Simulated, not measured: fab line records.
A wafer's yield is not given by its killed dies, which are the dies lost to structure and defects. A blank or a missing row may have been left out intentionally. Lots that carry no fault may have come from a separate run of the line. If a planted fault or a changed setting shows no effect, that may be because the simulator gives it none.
A lot that was struck, set against a sound lot || flow sky130 || 35 steps out of a route of 708
Sound: these wafers, L547.3, L547.4, L547.5. Wafers L560.1, L560.3, L560.6 were the ones struck. The cause comes at the end.
For every step that has rows: the tool of each side, followed by ch and its chambers, followed by its first start. Under that, the readings that differ: sound wafers || struck wafers || difference of the means || sigmas: that difference in standard deviations of wafers without a fault.
alike: readings with means less than 2 such deviations apart, plus words and numbers identical on both sides. not compared: withheld readings, readings lacking a value on some wafer, bounds such as >300 that could conceal the same value, and numbers that have no deviation in the record and whose values overlap.
The two part at a step that has a row with sigmas, a row that says differs or no value, or rows on one side only. Numbers that don't overlap but have no deviation are shown without sigmas and don't part them. Lack of a reading on every wafer of one side parts them only where that side has two or more wafers.

first, 10 steps without rows for these wafers: SKY_CONTACT_STRIP_19 (strips in O2/N2); SKY_CONTACT_STRIP_20 (strips in post etch residue remover, time 1200 s); SKY_CONTACT_CLEAN_21 (cleans in IPA, time 180 s); SKY_CONTACT_CLEAN_22 (cleans in O3/DIW); SKY_CONTACT_SPUTTER_23 (material TiN, target thk 20 nm, time 80 s); SKY_CONTACT_CVD_24 (deposits W, target thk 340 nm, time 102.12 s); SKY_CONTACT_CMP_27 (polishes, stops on SiO2, t overpolish 15 s, target thk 0 nm); SKY_METAL1_SPUTTER_00 (material Ti, target thk 15 nm, time 10 s); SKY_METAL1_SPUTTER_01 (material TiN, target thk 20 nm, time 16.7 s); SKY_METAL1_SPUTTER_02 (material AlCu, target thk 250 nm, time 13.3 s).
SKY_METAL1_SPUTTER_03: material Ti, target thk 5 nm, time 3.3 s.
  sound on pvd_sputter-02, day 32 00:52; struck on pvd_sputter-02, day 36 01:55
  alike: chamber_pressure_pa, throttle_valve_pct
then, 23 steps without rows for these wafers: SKY_METAL1_SPUTTER_04 (material TiN, target thk 70 nm, time 58.3 s); SKY_METAL1_DEHYDRATE_07 (time 60 s); SKY_METAL1_HMDS_08 (prime time 60 s); SKY_METAL1_COAT_09 (resist thk 60 nm); SKY_METAL1_COAT_10 (resist thk 450 nm); SKY_METAL1_SOFTBAKE_11 (time 90 s); SKY_METAL1_EXPOSE_12 (exposes mask MM1, target cd 140 nm); SKY_METAL1_PEB_13; SKY_METAL1_DEVELOP_14 (develop time 60 s); SKY_METAL1_DESCUM_17 (chemistry O2, time 8 s); SKY_METAL1_ETCH_18 (etches BARC in N2/H2, stops on SiO2, time 45.9 s, target depth 60 nm); SKY_METAL1_METAL_ETCH_19 (etches the open film in Cl2/BCl3, stops on SiO2, target depth 360 nm, time 78 s); SKY_METAL1_STRIP_20 (strips in O2/N2); SKY_METAL1_STRIP_21 (strips in post etch residue remover, time 1200 s); SKY_METAL1_CLEAN_22 (cleans in IPA, time 180 s); SKY_METAL1_CLEAN_23 (cleans in O3/DIW); SKY_VIA1_HDPCVD_00 (deposits SiO2, target thk 1030 nm, time 171.7 s); SKY_VIA1_CMP_02 (polishes SiO2); SKY_VIA1_DEHYDRATE_04 (time 60 s); SKY_VIA1_HMDS_05 (prime time 60 s); SKY_VIA1_COAT_06 (resist thk 60 nm); SKY_VIA1_COAT_07 (resist thk 450 nm); SKY_VIA1_SOFTBAKE_08 (time 90 s).
-- the record jumps here: 13 days lie between the struck wafers' starts before and after (it left off in module VIA1 and takes up again in module PAD_OPEN, whose first step shown is number 708 of the route) --
SKY_PAD_OPEN_PROBE_99:
  sound on prober-01, day 45 22:01; struck on prober-01, day 49 00:56
{"reading": "defect_limited_yield (%)", "sound": "80.9 83.1 85.4", "struck": "70.7 80.7 74.8", "difference": -7.7, "sigmas": -4}
{"reading": "killed_at_M0_to_M3", "sound": "45 33 37", "struck": "93 66 80", "difference": "+41", "sigmas": "+6"}
{"reading": "killed_dies", "sound": "94 83 72", "struck": "144 95 124", "difference": "+38", "sigmas": "+4"}
{"reading": "sort_bin_3_pad_short (%)", "sound": "1.8 0.8 0.4", "struck": "3.9 2.6 4.3", "difference": "+2.6", "sigmas": "+6"}
{"reading": "sort_bin_5_function (%)", "sound": "11.6 9.3 9.8", "struck": "18.1 11.2 13.8", "difference": "+4.1", "sigmas": "+3"}
{"reading": "sort_n_pass", "sound": "398 409 420", "struck": "348 397 368", "difference": -38, "sigmas": -4}
{"reading": "sort_yield_pct (%)", "sound": "80.9 83.1 85.4", "struck": "70.7 80.7 74.8", "difference": -7.7, "sigmas": -4}
{"reading": "model.etest.tester.sort_n_pass", "sound": "398 409 420", "struck": "348 397 368", "difference": -38, "sigmas": ""}
{"reading": "model.etest.tester.sort_yield_pct (%)", "sound": "80.89 83.13 85.37", "struck": "70.73 80.69 74.8", "difference": -7.72, "sigmas": ""}
{"reading": "model.etest.tester.sort_bin_3_pct (%)", "sound": "1.829 0.813 0.4065", "struck": "3.862 2.642 4.268", "difference": "+2.574", "sigmas": ""}
  alike: killed_at_M4_up, killed_at_contacts, killed_at_front_end, killed_at_other, killed_open, killed_short, sort_bin_6_memory
  not compared: model.etest.tester.sort_bin_5_pct

WHERE THEY PART
At SKY_PAD_OPEN_PROBE_99 and nowhere else, as far as this record goes.

WHY: what had been put in by the simulator
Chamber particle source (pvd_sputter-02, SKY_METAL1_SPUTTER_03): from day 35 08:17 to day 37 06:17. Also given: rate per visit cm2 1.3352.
